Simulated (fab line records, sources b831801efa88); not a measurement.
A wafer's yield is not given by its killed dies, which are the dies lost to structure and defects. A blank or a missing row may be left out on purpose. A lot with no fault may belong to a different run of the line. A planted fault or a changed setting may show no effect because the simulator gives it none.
Which tool was responsible? / flow sky130 / Sampling: 10 lots, 30 wafers, 7 of 708 route steps

== WHAT THE GAUGES READ, wafer by wafer ==
SKY_SD_P_CD_MEAS_07 targets a cd of 380 nm.
lot=L198; measured=day 25 03:08; on=cd-sem-02; cd-nm (nm)=381 378 379
lot=L200; measured=day 25 22:16; on=cd-sem-02; cd-nm (nm)=382 380 378
lot=L201; measured=day 26 19:09; on=cd-sem-02; cd-nm (nm)=378 376 374
lot=L208; measured=day 29 05:55; on=cd-sem-02; cd-nm (nm)=380 382 383
lot=L213; measured=day 30 09:02; on=cd-sem-01; cd-nm (nm)=380 381 380
lot=L214; measured=day 30 19:21; on=cd-sem-02; cd-nm (nm)=375 382 378
lot=L216; measured=day 31 16:08; on=cd-sem-01; cd-nm (nm)=384 386 385
lot=L219; measured=day 32 22:43; on=cd-sem-01; cd-nm (nm)=383 385 382
lot=L220; measured=day 32 23:00; on=cd-sem-01; cd-nm (nm)=381 380 379
lot=L221; measured=day 33 06:11; on=cd-sem-02; cd-nm (nm)=383 386 383

SKY_RES_XHIGH_TW_MEAS_09.
lot=L198; measured=day 26 09:22; on=film-metro-01; RES_XHIGH_TW=1627 1630 1627
lot=L200; measured=day 27 03:30; on=film-metro-03; RES_XHIGH_TW=1639 1638 1642
lot=L201; measured=day 27 23:48; on=film-metro-03; RES_XHIGH_TW=1639 1646 1646
lot=L208; measured=day 30 10:04; on=film-metro-02; RES_XHIGH_TW=1641 1646 1640
lot=L213; measured=day 31 12:16; on=film-metro-01; RES_XHIGH_TW=1527 1522 1529
lot=L214; measured=day 31 22:22; on=film-metro-01; RES_XHIGH_TW=1528 1525 1524
lot=L216; measured=day 32 19:14; on=film-metro-02; RES_XHIGH_TW=1630 1641 1629
lot=L219; measured=day 34 01:17; on=film-metro-03; RES_XHIGH_TW=1643 1649 1641
lot=L220; measured=day 34 02:27; on=film-metro-03; RES_XHIGH_TW=1640 1640 1642
lot=L221; measured=day 34 08:31; on=film-metro-01; RES_XHIGH_TW=1628 1622 1624

SKY_SD_N_RS_MEAS_18: uses a four-point probe to measure.
lot=L198; measured=day 27 15:19; on=film-metro-03; RES_XHIGH_RS (ohm/sq)=333.7 333.2 333.4
lot=L200; measured=day 28 08:53; on=film-metro-01; RES_XHIGH_RS (ohm/sq)=333.3 332.0 332.7
lot=L201; measured=day 29 04:44; on=film-metro-02; RES_XHIGH_RS (ohm/sq)=333.4 331.8 333.5
lot=L208; measured=day 31 14:07; on=film-metro-01; RES_XHIGH_RS (ohm/sq)=332.4 332.4 333.1
lot=L213; measured=day 32 15:49; on=film-metro-03; RES_XHIGH_RS (ohm/sq)=389.3 389.7 388.6
lot=L214; measured=day 33 02:52; on=film-metro-03; RES_XHIGH_RS (ohm/sq)=389.1 389.6 389.7
lot=L216; measured=day 33 22:04; on=film-metro-03; RES_XHIGH_RS (ohm/sq)=333.8 332.5 333.2
lot=L219; measured=day 35 04:28; on=film-metro-02; RES_XHIGH_RS (ohm/sq)=333.4 333.3 333.4
lot=L220; measured=day 35 05:08; on=film-metro-03; RES_XHIGH_RS (ohm/sq)=333.3 334.0 334.6
lot=L221; measured=day 35 11:40; on=film-metro-01; RES_XHIGH_RS (ohm/sq)=334.2 333.7 335.2

== TOOL THAT RAN EACH LOT (tool first, then ch and the chambers of the sampled wafers, then the start) ==
lot=L198; SKY_POLY_CUT_STRIP_12=plasma-asher-01 ch 1, day 23 21:21; SKY_RES_XHIGH_IMPLANT_07=implanter-01 ch 0, day 26 09:08; SKY_RES_XHIGH_STRIP_08=plasma-asher-03 ch 0,1, day 26 09:16; SKY_SD_N_RTA_14=rtp-anneal-02 ch 0, day 27 14:53
lot=L200; SKY_POLY_CUT_STRIP_12=plasma-asher-01 ch 0,1, day 24 17:11; SKY_RES_XHIGH_IMPLANT_07=implanter-03 ch 0, day 27 03:15; SKY_RES_XHIGH_STRIP_08=plasma-asher-01 ch 0,1, day 27 03:24; SKY_SD_N_RTA_14=rtp-anneal-01 ch 0, day 28 08:29
lot=L201; SKY_POLY_CUT_STRIP_12=plasma-asher-04 ch 0,1, day 25 13:21; SKY_RES_XHIGH_IMPLANT_07=implanter-01 ch 0, day 27 23:33; SKY_RES_XHIGH_STRIP_08=plasma-asher-03 ch 0,1, day 27 23:42; SKY_SD_N_RTA_14=rtp-anneal-02 ch 0, day 29 04:20
lot=L208; SKY_POLY_CUT_STRIP_12=plasma-asher-01 ch 0,1, day 28 01:12; SKY_RES_XHIGH_IMPLANT_07=implanter-03 ch 0, day 30 09:50; SKY_RES_XHIGH_STRIP_08=plasma-asher-03 ch 0,1, day 30 09:58; SKY_SD_N_RTA_14=rtp-anneal-01 ch 0, day 31 13:41
lot=L213; SKY_POLY_CUT_STRIP_12=plasma-asher-01 ch 1, day 29 05:54; SKY_RES_XHIGH_IMPLANT_07=implanter-03 ch 0, day 31 12:02; SKY_RES_XHIGH_STRIP_08=plasma-asher-03 ch 0, day 31 12:10; SKY_SD_N_RTA_14=rtp-anneal-02 ch 0, day 32 15:23
lot=L214; SKY_POLY_CUT_STRIP_12=plasma-asher-03 ch 0,1, day 29 16:36; SKY_RES_XHIGH_IMPLANT_07=implanter-03 ch 0, day 31 22:07; SKY_RES_XHIGH_STRIP_08=plasma-asher-03 ch 0,1, day 31 22:16; SKY_SD_N_RTA_14=rtp-anneal-01 ch 0, day 33 02:27
lot=L216; SKY_POLY_CUT_STRIP_12=plasma-asher-04 ch 0,1, day 30 12:44; SKY_RES_XHIGH_IMPLANT_07=implanter-01 ch 0, day 32 18:59; SKY_RES_XHIGH_STRIP_08=plasma-asher-03 ch 0,1, day 32 19:07; SKY_SD_N_RTA_14=rtp-anneal-01 ch 0, day 33 21:38
lot=L219; SKY_POLY_CUT_STRIP_12=plasma-asher-04 ch 0,1, day 31 20:17; SKY_RES_XHIGH_IMPLANT_07=implanter-01 ch 0, day 34 01:02; SKY_RES_XHIGH_STRIP_08=plasma-asher-01 ch 0,1, day 34 01:10; SKY_SD_N_RTA_14=rtp-anneal-01 ch 0, day 35 04:02
lot=L220; SKY_POLY_CUT_STRIP_12=plasma-asher-03 ch 0,1, day 31 20:38; SKY_RES_XHIGH_IMPLANT_07=implanter-04 ch 0, day 34 02:12; SKY_RES_XHIGH_STRIP_08=plasma-asher-02 ch 0,1, day 34 02:21; SKY_SD_N_RTA_14=rtp-anneal-02 ch 0, day 35 04:44
lot=L221; SKY_POLY_CUT_STRIP_12=plasma-asher-04 ch 0,1, day 32 03:32; SKY_RES_XHIGH_IMPLANT_07=implanter-01 ch 0, day 34 08:17; SKY_RES_XHIGH_STRIP_08=plasma-asher-03 ch 0, day 34 08:25; SKY_SD_N_RTA_14=rtp-anneal-01 ch 0, day 35 11:14
- SKY_POLY_CUT_STRIP_12: strips in O2/N2.
- SKY_RES_XHIGH_IMPLANT_07
- SKY_RES_XHIGH_STRIP_08: strips in O2/N2.
- SKY_SD_N_RTA_14: time 2 s.

== WHAT THE TOOLS THEMSELVES READ (means of the sampled wafers that have a number; where no wafer has one, the mark that the record gives instead) ==
SKY_POLY_CUT_STRIP_12.
lot=L198; tool=plasma-asher-01; chamber-pressure-mTorr (mTorr)=1500.1; drypump-motor-current-A (A)=4.9; oes-product-au (a.u.)=0.452; strip-time-to-endpoint-s (s)=5.362
lot=L200; tool=plasma-asher-01; chamber-pressure-mTorr (mTorr)=1498.3; drypump-motor-current-A (A)=5.5; oes-product-au (a.u.)=0.451; strip-time-to-endpoint-s (s)=5.362
lot=L201; tool=plasma-asher-04; chamber-pressure-mTorr (mTorr)=1500.1; drypump-motor-current-A (A)=5.8; oes-product-au (a.u.)=0.455; strip-time-to-endpoint-s (s)=5.383
lot=L208; tool=plasma-asher-01; chamber-pressure-mTorr (mTorr)=1499.5; drypump-motor-current-A (A)=5.5; oes-product-au (a.u.)=0.455; strip-time-to-endpoint-s (s)=5.363
lot=L213; tool=plasma-asher-01; chamber-pressure-mTorr (mTorr)=1500.3; drypump-motor-current-A (A)=5.0; oes-product-au (a.u.)=0.454; strip-time-to-endpoint-s (s)=5.367
lot=L214; tool=plasma-asher-03; chamber-pressure-mTorr (mTorr)=1499.9; drypump-motor-current-A (A)=5.8; oes-product-au (a.u.)=0.454; strip-time-to-endpoint-s (s)=5.376
lot=L216; tool=plasma-asher-04; chamber-pressure-mTorr (mTorr)=1499.2; drypump-motor-current-A (A)=6.2; oes-product-au (a.u.)=0.457; strip-time-to-endpoint-s (s)=5.333
lot=L219; tool=plasma-asher-04; chamber-pressure-mTorr (mTorr)=1499.3; drypump-motor-current-A (A)=5.8; oes-product-au (a.u.)=0.455; strip-time-to-endpoint-s (s)=5.356
lot=L220; tool=plasma-asher-03; chamber-pressure-mTorr (mTorr)=1500.2; drypump-motor-current-A (A)=5.4; oes-product-au (a.u.)=0.451; strip-time-to-endpoint-s (s)=5.360
lot=L221; tool=plasma-asher-04; chamber-pressure-mTorr (mTorr)=1500.0; drypump-motor-current-A (A)=5.8; oes-product-au (a.u.)=0.455; strip-time-to-endpoint-s (s)=5.366

SKY_RES_XHIGH_IMPLANT_07.
lot=L198; tool=implanter-01; beam-on-s (s)=42.6; dose-ions-cm2=3.6e+14
lot=L200; tool=implanter-03; beam-on-s (s)=39.0; dose-ions-cm2=3.6e+14
lot=L201; tool=implanter-01; beam-on-s (s)=42.3; dose-ions-cm2=3.6e+14
lot=L208; tool=implanter-03; beam-on-s (s)=38.0; dose-ions-cm2=3.6e+14
lot=L213; tool=implanter-03; beam-on-s (s)=31.5; dose-ions-cm2=2.9e+14
lot=L214; tool=implanter-03; beam-on-s (s)=31.4; dose-ions-cm2=2.9e+14
lot=L216; tool=implanter-01; beam-on-s (s)=43.0; dose-ions-cm2=3.6e+14
lot=L219; tool=implanter-01; beam-on-s (s)=42.3; dose-ions-cm2=3.6e+14
lot=L220; tool=implanter-04; beam-on-s (s)=42.3; dose-ions-cm2=3.6e+14
lot=L221; tool=implanter-01; beam-on-s (s)=43.3; dose-ions-cm2=3.6e+14

SKY_RES_XHIGH_STRIP_08.
lot=L198; tool=plasma-asher-03; chamber-pressure-mTorr (mTorr)=1500.6; drypump-motor-current-A (A)=5.4; oes-product-au (a.u.)=0.711; strip-time-to-endpoint-s (s)=14.25
lot=L200; tool=plasma-asher-01; chamber-pressure-mTorr (mTorr)=1499.7; drypump-motor-current-A (A)=5.4; oes-product-au (a.u.)=0.714; strip-time-to-endpoint-s (s)=14.23
lot=L201; tool=plasma-asher-03; chamber-pressure-mTorr (mTorr)=1499.5; drypump-motor-current-A (A)=5.8; oes-product-au (a.u.)=0.710; strip-time-to-endpoint-s (s)=14.32
lot=L208; tool=plasma-asher-03; chamber-pressure-mTorr (mTorr)=1499.3; drypump-motor-current-A (A)=5.4; oes-product-au (a.u.)=0.713; strip-time-to-endpoint-s (s)=14.21
lot=L213; tool=plasma-asher-03; chamber-pressure-mTorr (mTorr)=1499.3; drypump-motor-current-A (A)=6.1; oes-product-au (a.u.)=0.719; strip-time-to-endpoint-s (s)=14.11
lot=L214; tool=plasma-asher-03; chamber-pressure-mTorr (mTorr)=1501.3; drypump-motor-current-A (A)=5.4; oes-product-au (a.u.)=0.713; strip-time-to-endpoint-s (s)=14.15
lot=L216; tool=plasma-asher-03; chamber-pressure-mTorr (mTorr)=1499.4; drypump-motor-current-A (A)=5.8; oes-product-au (a.u.)=0.711; strip-time-to-endpoint-s (s)=14.20
lot=L219; tool=plasma-asher-01; chamber-pressure-mTorr (mTorr)=1499.9; drypump-motor-current-A (A)=5.4; oes-product-au (a.u.)=0.705; strip-time-to-endpoint-s (s)=14.24
lot=L220; tool=plasma-asher-02; chamber-pressure-mTorr (mTorr)=1501.0; drypump-motor-current-A (A)=5.7; oes-product-au (a.u.)=0.715; strip-time-to-endpoint-s (s)=14.21
lot=L221; tool=plasma-asher-03; chamber-pressure-mTorr (mTorr)=1501.3; drypump-motor-current-A (A)=6.1; oes-product-au (a.u.)=0.711; strip-time-to-endpoint-s (s)=14.33

SKY_SD_N_RTA_14.
lot=L198; tool=rtp-anneal-02; lamp-power-pct (%)=15.73; wafer_temp_C_max=1077.6
lot=L200; tool=rtp-anneal-01; lamp-power-pct (%)=15.71; wafer_temp_C_max=1078.1
lot=L201; tool=rtp-anneal-02; lamp-power-pct (%)=15.74; wafer_temp_C_max=1077.1
lot=L208; tool=rtp-anneal-01; lamp-power-pct (%)=15.74; wafer_temp_C_max=1077.1
lot=L213; tool=rtp-anneal-02; lamp-power-pct (%)=15.74; wafer_temp_C_max=1078.2
lot=L214; tool=rtp-anneal-01; lamp-power-pct (%)=15.77; wafer_temp_C_max=1079.3
lot=L216; tool=rtp-anneal-01; lamp-power-pct (%)=15.67; wafer_temp_C_max=1078.1
lot=L219; tool=rtp-anneal-01; lamp-power-pct (%)=15.71; wafer_temp_C_max=1078.1
lot=L220; tool=rtp-anneal-02; lamp-power-pct (%)=15.76; wafer_temp_C_max=1078.7
lot=L221; tool=rtp-anneal-01; lamp-power-pct (%)=15.79; wafer_temp_C_max=1076.9

== THE ANSWER, worked out from the rows above alone ==
Rule: usual is defined by the lots themselves. Put in order of their means at a reading, lots are off if they are a third of the lots or fewer, leave a main group of 4 or more, and stand apart from it by a gap of 3 or more times the standard deviation of the main group's means; of several such gaps the widest counts. The tables above print the reading to a certain number of digits; a main group whose means all agree to those digits is not used. A lot without any number at a reading at which 4 lots or more have one is off too. All remaining lots with rows at the step are treated as sound. After the gauges, taken in route order, come the tools' own readings; for these a lot's mean is taken, as printed above. At the first step where some lot is off, the reading lying furthest off is the one used; lots without a number count as furthest.
Off: L213, L214, seen at SKY_RES_XHIGH_TW_MEAS_09 (RES_XHIGH_TW). For the main group the mean is 1637 and the standard deviation 7.
A tool fits if, at a process step before that reading, it ran every lot that is off, and no sound lot after the first of them. Not tried: the gauges at SKY_RES_XHIGH_TW_MEAS_09; whatever is off there is also off at SKY_SD_N_RS_MEAS_18, on other tools, and gauge error can't account for it. One candidate fits, namely implanter-03 at SKY_RES_XHIGH_IMPLANT_07. A fault onset in the window from L208 (day 30 09:50, its last sound lot) to L213 (day 31 12:02, its first lot off) fits.
The tool's own readings at SKY_RES_XHIGH_IMPLANT_07 bear it out: on the lots that are off they differ by more than 5 times the standard deviation of the sound lots' means. beam-on-s reads 31.4 s there against 41.6 s on the sound lots; dose-ions-cm2 reads 2.9e+14 there against 3.6e+14 on the sound lots.

== WHAT WAS PUT IN BY THE SIMULATOR ==
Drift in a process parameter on implanter-03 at SKY_RES_XHIGH_IMPLANT_07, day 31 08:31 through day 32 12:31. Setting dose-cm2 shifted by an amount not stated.
Lots struck among those shown: L213, L214. The rule given above showed the same thing.
